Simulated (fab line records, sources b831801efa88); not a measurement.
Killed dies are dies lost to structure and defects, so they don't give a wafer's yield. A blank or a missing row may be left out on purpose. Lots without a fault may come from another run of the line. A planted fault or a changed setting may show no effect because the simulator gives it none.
fab line records | flow gf180mcu
record lots=7 wafers=21 last_day=33
route steps=602 shown V3@447 M4@456
lots that met no fault: from a run of the same line without faults
start_h: hours from the record's first day to the start of the lot's first wafer shown | wait_h: hours since the lot's step before | " the same as in the row above | L1.1+2: a row that stands for several wafers | - no value, or no start given | * or withheld: withheld | < > ~ a bound
route shown NAME@n: a module of which the file shows steps, and the number in the route of the first | usual: mean/standard deviation of fault-free wafers | same: alike in all rows | chamber/n: place in a boat | sites: the reading at each site | _std_site: their standard deviation | _edge_site: outer sites' mean less inner sites' | radius_mm: how far each site lies from the wafer's centre | mask NAME#n: copy n | behind: the tool/chamber that last shaped the wafer | hold: why the lot was held/for how many hours/how that ended | device: the transistor (n, p or np) that didn't switch | end of line: the same wafers' tests at the end of the route | a step without rows: its recipe alone | killed: dies lost to structure and defects at the first sort, not the wafer's yield | map: a wafer's dies, x killed, . not, _ none there
set.NAME: the setting as run; set.NAME@STEP: as run at that earlier step | model.NAME: the simulator's own value behind a step, which no gauge read
lots at some steps of the route; a table a step, a row a wafer
services: from which hour (start_h, from the record's first day; less than 0 if before it) a tool's chamber was out of use, for how many hours, and why
## steps
# step GF_V3_STRIP_18
# recipe chemistry=O2/N2 power_w=1400 pressure_mtorr=1500 platen_temp_c=250 o2_flow_sccm=3000 n2_flow_sccm=300 overash_fraction=0.5
# step GF_V3_STRIP_19
# recipe chemistry=post_etch_residue_remover time_s=1200 temp_c=72.5
# step GF_V3_CLEAN_20
# recipe chemistry=DIW dry=n2_spin
# step GF_V3_SPUTTER_21
# recipe material=Ti target_thk_nm=15 chamber_pressure_pa=5 power_w=2500 substrate_temp_c=200 time_s=80.02
# step GF_V3_SPUTTER_22
# recipe material=TiN target_thk_nm=10 chamber_pressure_pa=5 power_w=4000 time_s=40
# step GF_V3_CVD_23
# recipe material=W target_thk_nm=350 time_s=104.9 temp_c=400 pressure_torr=40
# usual heater_power_w=829/100
# columns lot.wafer tool chamber start_h wait_h heater_power_w
L810.3 cvd_w-02 0 511.17 0.1 954
L810.4 " 1 " " 685
L810.5 " 0 " " 942
L817.2 cvd_w-01 0 577.50 0.0 887
L817.3 " 1 " " 799
L817.5 " 0 " " 881
L819.2 cvd_w-01 0 587.20 0.0 893
L819.3 " 1 " " 766
L819.4 " 0 " " 878
L818.1 cvd_w-01 0 591.60 0.0 884
L818.3 " 1 " " 806
L818.4 " 0 " " 886
L820.2 cvd_w-01 0 608.23 0.0 866
L820.3 " 1 " " 775
L820.4 " 0 " " 881
L826.1 cvd_w-01 0 649.72 0.0 906
L826.4 " 1 " " 787
L826.6 " 0 " " 888
L827.1 cvd_w-02 0 650.64 0.0 963
L827.3 " 0 " " 981
L827.6 " 1 " " 690
# step GF_V3_RS_MEAS_24
# recipe thk_meas_gauge=four-point-probe reads=W_of_V3_CVD_23+TiN_of_V3_SPUTTER_22+Ti_of_V3_SPUTTER_21
# usual V3_W_RS=0.327/0.0036
# columns lot.wafer tool chamber start_h wait_h V3_W_RS[ohm/sq]
L810.3 film_metro-04 - 511.28 0.1 0.325
L810.4 " - " " 0.324
L810.5 " - " " 0.328
L817.2 film_metro-02 - 577.63 0.1 0.330
L817.3 " - " " 0.329
L817.5 " - " " 0.329
L819.2 film_metro-04 - 587.33 0.1 0.330
L819.3 " - " " 0.329
L819.4 " - " " 0.328
L818.1 film_metro-04 - 591.71 0.1 0.329
L818.3 " - " " 0.322
L818.4 " - " " 0.330
L820.2 film_metro-04 - 608.36 0.1 0.334
L820.3 " - " " 0.331
L820.4 " - " " 0.332
L826.1 film_metro-02 - 649.84 0.1 0.333
L826.4 " - " " 0.331
L826.6 " - " " 0.332
L827.1 film_metro-02 - 650.75 0.1 0.329
L827.3 " - " " 0.329
L827.6 " - " " 0.330
# step GF_V3_THK_MEAS_25
# recipe thk_meas_gauge=xrf reads=W_of_V3_CVD_23
# usual V3_W_THK=355/6.7
# columns lot.wafer tool chamber start_h wait_h V3_W_THK[nm]
L810.3 film_metro-04 - 511.38 0.1 358
L810.4 " - " " 358
L810.5 " - " " 354
L817.2 film_metro-02 - 577.74 0.1 351
L817.3 " - " " 351
L817.5 " - " " 352
L819.2 film_metro-04 - 587.44 0.1 354
L819.3 " - " " 352
L819.4 " - " " 354
L818.1 film_metro-04 - 591.83 0.1 354
L818.3 " - " " 361
L818.4 " - " " 352
L820.2 film_metro-04 - 608.47 0.1 348
L820.3 " - " " 351
L820.4 " - " " 352
L826.1 film_metro-02 - 649.96 0.1 347
L826.4 " - " " 348
L826.6 " - " " 346
L827.1 film_metro-02 - 650.87 0.1 350
L827.3 " - " " 349
L827.6 " - " " 350
# step GF_V3_CMP_26
# recipe stop_on=SiO2 down_force_psi=3.5 platen_rpm=60 t_overpolish_s=15 target_thk_nm=0 pad_velocity_m_s=0.94248
# usual motor_current_A=11.3/1 overpolish_run_s=15.001/0.0099 time_to_endpoint_s=86/3.2
# columns lot.wafer tool chamber start_h wait_h motor_current_A overpolish_run_s time_to_endpoint_s
L810.4 cmp-02 1 511.47 0.1 11.6 14.986 85
L810.3 " 3 " " 13.3 14.993 82
L810.5 " 0 " " 12.2 15.009 81
L817.2 cmp-01 3 577.79 0.0 11.7 15.018 84
L817.3 " 0 " " 10.0 14.988 86
L817.5 " 0 " " 9.4 15.005 86
L819.4 cmp-01 2 587.49 0.0 10.1 14.998 82
L819.3 " 3 " " 11.7 14.998 79
L819.2 " 0 " " 9.9 14.993 84
L818.1 cmp-02 1 591.89 0.1 11.8 14.990 86
L818.3 " 3 " " 12.1 15.003 85
L818.4 " 0 " " 12.3 14.997 85
L820.4 cmp-01 3 608.52 0.0 11.5 14.997 81
L820.2 " 0 " " 9.9 15.005 87
L820.3 " 2 " " 10.3 15.009 82
L826.4 cmp-01 3 650.02 0.0 11.8 14.989 87
L826.1 " 1 " " 10.7 15.001 86
L826.6 " 0 " " 9.9 14.984 90
L827.3 cmp-02 2 650.98 0.1 12.9 14.992 81
L827.1 " 0 " " 11.9 15.011 79
L827.6 " 2 " " 12.7 15.013 86
# step GF_M4_SPUTTER_00
# recipe material=Ti target_thk_nm=37.5 arriving_ion_energy_ev=80 substrate_temp_c=200 chamber_pressure_pa=2 power_w=4000 time_s=150
# usual cathode_dc_power_W=4000.0/0.78 chamber_pressure_pa=2.000/0.0044 substrate_temp_c=199.96/0.16 throttle_valve_pct=30.3/1
# columns lot.wafer tool chamber start_h wait_h cathode_dc_power_W chamber_pressure_pa substrate_temp_c throttle_valve_pct
L810.3 pvd_sputter-02 - 511.72 0.1 3999.8 2.008 200.09 29.4
L810.4 " - " " 3999.9 2.001 199.67 31.5
L810.5 " - " " 3999.5 2.005 199.61 32.0
L817.2 pvd_sputter-04 - 578.09 0.2 4001.3 2.003 200.07 29.5
L817.3 " - " " 4000.3 1.999 199.97 28.7
L817.5 " - " " 4000.2 2.007 199.64 30.0
L819.2 pvd_sputter-02 - 587.79 0.1 4000.9 2.007 199.87 31.0
L819.3 " - " " 4001.1 2.002 199.98 30.8
L819.4 " - " " 4000.0 1.999 199.94 29.5
L818.1 pvd_sputter-02 - 592.19 0.2 4000.3 2.005 199.84 31.8
L818.3 " - " " 4001.2 2.003 199.95 29.3
L818.4 " - " " 3999.7 1.998 199.84 30.9
L820.2 pvd_sputter-01 - 608.82 0.2 4000.4 1.997 200.10 29.2
L820.3 " - " " 3999.9 1.994 200.19 28.9
L820.4 " - " " 4000.6 2.002 200.02 31.5
L826.1 pvd_sputter-01 - 650.32 0.1 3999.5 2.000 199.77 29.5
L826.4 " - " " 4002.2 2.000 199.81 31.4
L826.6 " - " " 4000.1 1.999 199.75 29.5
L827.1 pvd_sputter-04 - 651.23 0.1 4000.0 2.007 199.90 30.2
L827.3 " - " " 3999.7 1.992 199.97 28.5
L827.6 " - " " 4000.4 2.002 199.88 31.2
# step GF_M4_SPUTTER_01
# recipe material=TiN target_thk_nm=30 power_w=6500 time_s=25 chamber_pressure_pa=0.4
# usual cathode_dc_power_W=6499.9/0.92 chamber_pressure_pa=0.4000/0.00075 throttle_valve_pct=30.2/1
# columns lot.wafer tool chamber start_h wait_h cathode_dc_power_W chamber_pressure_pa throttle_valve_pct
L810.3 pvd_sputter-02 - 511.82 0.1 6499.8 0.4008 29.3
L810.4 " - " " 6499.4 0.3980 31.7
L810.5 " - " " 6500.3 0.3995 31.8
L817.2 pvd_sputter-04 - 578.19 0.1 6500.7 0.3998 29.4
L817.3 " - " " 6500.3 0.4001 28.7
L817.5 " - " " 6500.9 0.4001 30.1
L819.2 pvd_sputter-02 - 587.89 0.1 6500.7 0.4000 31.0
L819.3 " - " " 6499.5 0.3990 31.4
L819.4 " - " " 6500.5 0.4005 29.5
L818.1 pvd_sputter-02 - 592.29 0.1 6500.6 0.4001 31.9
L818.3 " - " " 6499.6 0.3992 29.3
L818.4 " - " " 6501.7 0.3989 30.9
L820.2 pvd_sputter-01 - 608.92 0.1 6498.2 0.3997 29.5
L820.3 " - " " 6499.2 0.4002 29.0
L820.4 " - " " 6498.4 0.3998 31.3
L826.1 pvd_sputter-01 - 650.42 0.1 6499.8 0.3997 29.3
L826.4 " - " " 6499.9 0.4010 31.5
L826.6 " - " " 6500.4 0.4001 29.3
L827.1 pvd_sputter-04 - 651.33 0.1 6500.8 0.4010 30.5
L827.3 " - " " 6499.4 0.4005 28.5
L827.6 " - " " 6499.9 0.3993 31.1
# step GF_M4_SPUTTER_02
# recipe material=AlCu target_thk_nm=450 power_w=10600 time_s=23.9 chamber_pressure_pa=0.4
# usual cathode_dc_power_W=10600/1.9 chamber_pressure_pa=0.4001/0.00081 throttle_valve_pct=30.3/1
# columns lot.wafer tool chamber start_h wait_h cathode_dc_power_W chamber_pressure_pa throttle_valve_pct
L810.3 pvd_sputter-02 - 511.85 0.0 10602 0.3995 29.7
L810.4 " - " " 10601 0.3993 31.7
L810.5 " - " " 10600 0.3997 31.7
L817.2 pvd_sputter-04 - 578.22 0.0 10599 0.4001 29.4
L817.3 " - " " 10603 0.4014 28.5
L817.5 " - " " 10601 0.3998 30.3
L819.2 pvd_sputter-02 - 587.92 0.0 10600 0.4003 30.6
L819.3 " - " " 10603 0.4005 31.2
L819.4 " - " " 10600 0.3973 29.3
L818.1 pvd_sputter-02 - 592.32 0.0 10598 0.4012 31.4
L818.3 " - " " 10600 0.4005 29.3
L818.4 " - " " 10598 0.4009 31.2
L820.2 pvd_sputter-01 - 608.95 0.0 10597 0.3998 29.7
L820.3 " - " " 10602 0.3996 29.0
L820.4 " - " " 10602 0.3996 31.4
L826.1 pvd_sputter-01 - 650.45 0.0 10600 0.4001 29.4
L826.4 " - " " 10602 0.4003 31.4
L826.6 " - " " 10603 0.4009 29.6
L827.1 pvd_sputter-04 - 651.36 0.0 10602 0.3995 30.1
L827.3 " - " " 10602 0.4005 28.6
L827.6 " - " " 10603 0.4013 30.8
# step GF_M4_SPUTTER_03
# recipe material=Ti target_thk_nm=10 substrate_temp_c=300 chamber_pressure_pa=0.3076 power_w=3000 time_s=6.7
# usual cathode_dc_power_W=3000.0/0.5 chamber_pressure_pa=0.3075/0.00057 substrate_temp_c=299.98/0.19 throttle_valve_pct=30.3/1
# columns lot.wafer tool chamber start_h wait_h cathode_dc_power_W chamber_pressure_pa substrate_temp_c throttle_valve_pct
L810.3 pvd_sputter-02 - 511.88 0.0 2999.7 0.3077 300.22 29.5
L810.4 " - " " 2999.9 0.3079 299.87 31.8
L810.5 " - " " 2999.7 0.3074 299.88 31.8
L817.2 pvd_sputter-04 - 578.25 0.0 3000.6 0.3079 300.04 29.6
L817.3 " - " " 2998.9 0.3078 299.72 28.5
L817.5 " - " " 3000.6 0.3077 300.01 30.4
L819.2 pvd_sputter-02 - 587.95 0.0 - - - -
L819.3 " - " " - - - -
L819.4 " - " " - - - -
L818.1 pvd_sputter-02 - 592.35 0.0 - - - -
L818.3 " - " " - - - -
L818.4 " - " " - - - -
L820.2 pvd_sputter-01 - 608.98 0.0 - - - -
L820.3 " - " " - - - -
L820.4 " - " " - - - -
L826.1 pvd_sputter-01 - 650.48 0.0 2999.8 0.3085 300.00 29.1
L826.4 " - " " 3000.2 0.3075 299.62 31.3
L826.6 " - " " 2999.5 0.3076 300.14 29.5
L827.1 pvd_sputter-04 - 651.39 0.0 3000.9 0.3080 299.90 30.2
L827.3 " - " " 3000.5 0.3083 300.09 28.7
L827.6 " - " " 3000.3 0.3080 300.41 30.9
# step GF_M4_SPUTTER_04
# recipe material=TiN target_thk_nm=50 power_w=6500 time_s=41.7 chamber_pressure_pa=0.4
## services
# columns tool chamber start_h hours kind
cmp-02 - 489.92 1.1 repair
cvd_w-02 1 526.59 4.6 repair
pvd_sputter-02 - 527.22 1.4 repair
cmp-02 - 528.55 3.5 repair
pvd_sputter-01 - 532.44 1.1 repair
cmp-02 - 537.57 0.9 repair
cmp-01 - 540.44 3.9 pm
cmp-01 - 555.30 1.2 repair
cvd_w-02 - 563.70 1.3 repair
cmp-02 - 572.00 4.0 pm
cmp-02 - 576.00 - consumable_replace:conditioner
cmp-02 - 576.00 - consumable_replace:pad
## key
first_sign step=GF_M4_SPUTTER_03 reading=tool_record direction=missing
effect none on later readings
met_at GF_M4_SPUTTER_03
struck_wafers L818.1,L818.3,L818.4,L819.2,L819.3,L819.4,L820.2,L820.3,L820.4
later_rows_left_out L818.1,L818.3,L818.4,L819.2,L819.3,L819.4,L820.2,L820.3,L820.4
sort_left_out L818.1,L818.3,L818.4,L819.2,L819.3,L819.4,L820.2,L820.3,L820.4
onset_between 511.88 587.95
fault kind=skipped_step_whole tool=pvd_sputter-01,pvd_sputter-02 chamber=- onset_h=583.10 steps=GF_M4_SPUTTER_03 scope=struck_lots_only
# sort_left_out: the simulated sort isn't trusted on such a fault, so these wafers' sort isn't shown, and their yield isn't known
# later_rows_left_out: the simulator's readings of these wafers behind a module that went badly wrong aren't trusted and aren't shown, but for the sort
